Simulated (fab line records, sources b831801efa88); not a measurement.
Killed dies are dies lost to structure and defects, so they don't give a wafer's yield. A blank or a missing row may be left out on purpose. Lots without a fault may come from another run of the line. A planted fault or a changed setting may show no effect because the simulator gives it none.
Which tool did it? | flow gf180mcu | 11 lots, 32 wafers sampled, at 2 steps of a route of 602

WHAT THE GAUGES READ, wafer by wafer
GF_STI_THK_MEAS_24.
lot  | measured    | on            | STI_CVD_23_THK (nm)
L434 | day 2 03:40 | film_metro-01 | 649 653 646
L435 | day 2 11:11 | film_metro-03 | 654 660 659
L437 | day 2 19:28 | film_metro-04 | 648 643 650
L438 | day 3 01:17 | film_metro-04 | 645 661 657
L440 | day 3 10:33 | film_metro-03 | 645 649 638
L442 | day 3 21:00 | film_metro-04 | 652 649 635
L447 | day 4 23:23 | film_metro-03 | 652 547
L448 | day 5 04:35 | film_metro-01 | 644 642 538
L454 | day 6 14:08 | film_metro-04 | 649 645 643
L455 | day 6 19:11 | film_metro-01 | 636 638 645
L456 | day 6 22:46 | film_metro-01 | 641 638 649

WHICH TOOL RAN EACH LOT (tool, then ch and the chambers of the sampled wafers, then the start)
lot  | GF_STI_CVD_23
L434 | hdpcvd-02 ch 1,2, day 2 03:35
L435 | hdpcvd-01 ch 0,2, day 2 11:06
L437 | hdpcvd-01 ch 1,2, day 2 19:22
L438 | hdpcvd-02 ch 1,2, day 3 01:13
L440 | hdpcvd-02 ch 0,1,2, day 3 10:27
L442 | hdpcvd-02 ch 0,1, day 3 20:55
L447 | hdpcvd-01 ch 0,2, day 4 23:17
L448 | hdpcvd-01 ch 0,1,2, day 5 04:30
L454 | hdpcvd-02 ch 1,2, day 6 14:04
L455 | hdpcvd-02 ch 0,1, day 6 19:05
L456 | hdpcvd-02 ch 0,1, day 6 22:40
- GF_STI_CVD_23: deposits SiO2, target thk 650 nm, time 108.3 s.

THE ANSWER, worked out from the rows above alone
Rule: what is usual is taken from the lots themselves. Put in order of their means at a reading, lots are off if they are a third of the lots or fewer, leave a main group of 4 or more, and stand apart from it by a gap of 3 or more times the standard deviation of the main group's means; of several such gaps the widest counts. A main group whose means are all the same, to the digits that the tables above print for the reading, isn't used. A lot without any number at a reading at which 4 lots or more have one is off too. The other lots that the step has rows for count as sound.
Off: L447, L448, at GF_STI_THK_MEAS_24 (STI_CVD_23_THK). The main group: mean 647 nm, standard deviation 5.4.
A tool fits if, at a process step before that reading, it ran every lot that is off, and no sound lot after the first of them. The gauges at GF_STI_THK_MEAS_24 are tried like those tools. One fits: hdpcvd-01 at GF_STI_CVD_23. Its last sound lot is L437 (day 2 19:22), its first lot that is off L447 (day 4 23:17): a fault that began between those two fits.

WHAT THE SIMULATOR HAD PUT IN
Process parameter drift: hdpcvd-01, from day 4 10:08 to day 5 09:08, at GF_STI_CVD_23. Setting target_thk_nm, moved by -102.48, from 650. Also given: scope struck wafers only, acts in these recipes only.
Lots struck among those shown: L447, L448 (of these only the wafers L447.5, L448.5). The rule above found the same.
